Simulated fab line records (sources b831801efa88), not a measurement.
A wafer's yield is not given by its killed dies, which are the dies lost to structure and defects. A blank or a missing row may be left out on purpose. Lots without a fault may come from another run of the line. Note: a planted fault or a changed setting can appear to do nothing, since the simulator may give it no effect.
2 desks, one fault + flow sfq_line + each desk holds nothing but its own numbers, with what lay behind them at the end

## DESK OF THE TOOL OWNER: pvd_sputter-06
The tool's own readings at SFQ_TRILAYER_M3_DEP_SPUTTER_073 (material Nb, target thk 200 nm, time 133.3 s): means of the sampled wafers that have a number, for each lot that ran on this tool. Marked OUT: a lot whose mean sits more than 4 standard deviations from the usual mean, which makes it out of limits; the brackets give that distance.
Columns: A = base_pressure_pa at SFQ_TRILAYER_M3_DEP_SPUTTER_073, usual 1.34e-06 Pa; B = throttle_valve_pct at SFQ_TRILAYER_M3_DEP_SPUTTER_073, usual 29.5 %
| lot  | first seen here | A        | B    |
|------|-----------------|----------|------|
| L127 | day 32 04:27    | 1.31e-06 | 29.7 |
| L135 | day 35 19:59    | 1.41e-06 | 29.7 |
| L136 | day 36 20:07    | 1.39e-06 | 29.7 |
| L138 | day 37 05:50    | 1.37e-06 | 29.8 |
This desk's finding: nothing out of limits on any of the 4 lots.

## METROLOGY DESK
Means of the sampled wafers that have a number, per lot and without regard to the tool the lot ran on: this is what the gauges read. Marked OUT: a lot whose mean sits more than 4 standard deviations from the usual mean, which makes it out of limits; the brackets give that distance.
Columns: A = INCOMING_BOW at SFQ_INCOMING_BOW_MEAS_900, usual 0 um; B = I1_OVL at SFQ_I1_OVL_MEAS_913, usual 0 nm; C = M3_NB_RS at SFQ_M3_RS_MEAS_919, usual 0.887 ohm/sq
| lot  | first seen here | A  | B  | C     |
|------|-----------------|----|----|-------|
| L122 | day 1 10:00     | -1 | 2  | 0.893 |
| L123 | day 1 15:00     | -5 | -4 | 0.897 |
| L124 | day 1 20:02     | -2 | 6  | 0.873 |
| L125 | day 2 01:00     | 0  | -4 | 0.894 |
| L126 | day 2 06:01     | 2  | 17 | 0.882 |
| L127 | day 2 11:00     | 5  | 1  | 0.904 |
| L128 | day 2 16:01     | 4  | -8 | 0.894 |
| L135 | day 4 03:01     | -6 | 2  | 0.911 |
| L136 | day 4 08:00     | -0 | -6 | 0.903 |
| L138 | day 4 18:01     | 7  | 3  | 0.906 |
| L139 | day 4 23:10     | 1  | -3 | 0.901 |
| L144 | day 6 00:00     | -5 | -5 | 0.898 |
| L145 | day 6 05:00     | -0 | 8  | 0.897 |
This desk's finding: nothing out of limits on any of the 13 lots.

## BROUGHT TOGETHER
The tool owner's desk saw nothing out of limits.
At the metrology desk, nothing out of limits was observed.

## WHAT THE SIMULATOR HAD INSERTED
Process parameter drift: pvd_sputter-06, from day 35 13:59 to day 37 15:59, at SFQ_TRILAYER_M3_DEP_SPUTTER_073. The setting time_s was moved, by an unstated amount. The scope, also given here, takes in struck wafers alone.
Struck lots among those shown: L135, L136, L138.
